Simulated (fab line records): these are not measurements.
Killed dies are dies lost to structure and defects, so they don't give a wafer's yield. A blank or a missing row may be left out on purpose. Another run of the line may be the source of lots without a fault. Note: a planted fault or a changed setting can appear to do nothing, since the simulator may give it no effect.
The same fault as seen by 2 desks    flow gf180mcu    what lay behind the numbers comes last; until then each desk has only its own

## AT THE TOOL OWNER'S DESK: litho track-03
At GF_CONTACT_SOFTBAKE_10 (time 60 s), the tool's own readings, given per lot that ran on this tool as the mean of the sampled wafers with a number. If a lot's mean is further than 4 standard deviations from the usual mean, the lot is out of limits and carries the mark OUT (the distance appears in the brackets).
Columns: A = resist line temp C at GF_CONTACT_SOFTBAKE_10, usual 23.01 C; B = run length s at GF_CONTACT_SOFTBAKE_10, usual 88.93 s
lot   first seen here  A      B
L375  day 17 09:00     23.04  88.89
L377  day 17 14:00     22.92  88.98
L390  day 22 12:00     23.23  94.03 (+32) OUT
L391  day 22 19:00     22.99  94.01 (+32) OUT
This desk's verdict: out of limits on L390, L391, starting with L390 at day 22 12:00 (run length s at GF_CONTACT_SOFTBAKE_10). Within limits: L375, L377.

## FROM THE METROLOGY DESK
What the gauges read for every lot (on any tool): the sampled wafers with a number, averaged. If a lot's mean is further than 4 standard deviations from the usual mean, the lot is out of limits and carries the mark OUT (the distance appears in the brackets).
Columns: A = cd nm at GF_SAB_CD_MEAS_09, usual 420.0 nm; B = SALICIDE_TIN_RS at GF_SALICIDE_RS_MEAS_04, usual 16.4 ohm/sq
lot   first seen here  A      B
L375  day 16 21:19     419.6  16.4
L377  day 17 01:19     420.2  16.2
L376  day 17 01:57     418.5  16.5
L379  day 17 18:27     420.9  16.4
L378  day 17 21:41     422.7  16.1
L380  day 18 03:04     419.3  16.7
L381  day 18 09:04     419.9  16.1
L382  day 18 17:10     420.4  16.4
L388  day 21 00:01     422.3  16.5
L389  day 21 15:16     418.2  16.3
L390  day 21 23:19     420.9  16.4
L391  day 22 07:03     417.4  16.1
L392  day 22 17:52     420.4  16.6
L394  day 23 01:37     419.2  16.6
Result from this desk: across the 14 lots, nothing is out of limits.

## PUT TOGETHER
On L390, L391, at day 22 12:00, an alarm was possible from the tool owner's desk.
Nothing out of limits was seen by the metrology desk.
The metrology desk holds a record of L390, L391, inside its limits.
The lots listed all ran GF_CONTACT_SOFTBAKE_10 on litho track-03.

## WHAT THE SIMULATOR HAD INSERTED
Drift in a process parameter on litho track-03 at GF_CONTACT_SOFTBAKE_10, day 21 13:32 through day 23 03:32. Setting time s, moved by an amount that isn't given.
Struck lots among those shown: L390, L391.
Hours from the fault's start to each desk's first reading out of limits: the tool owner's desk, 22.
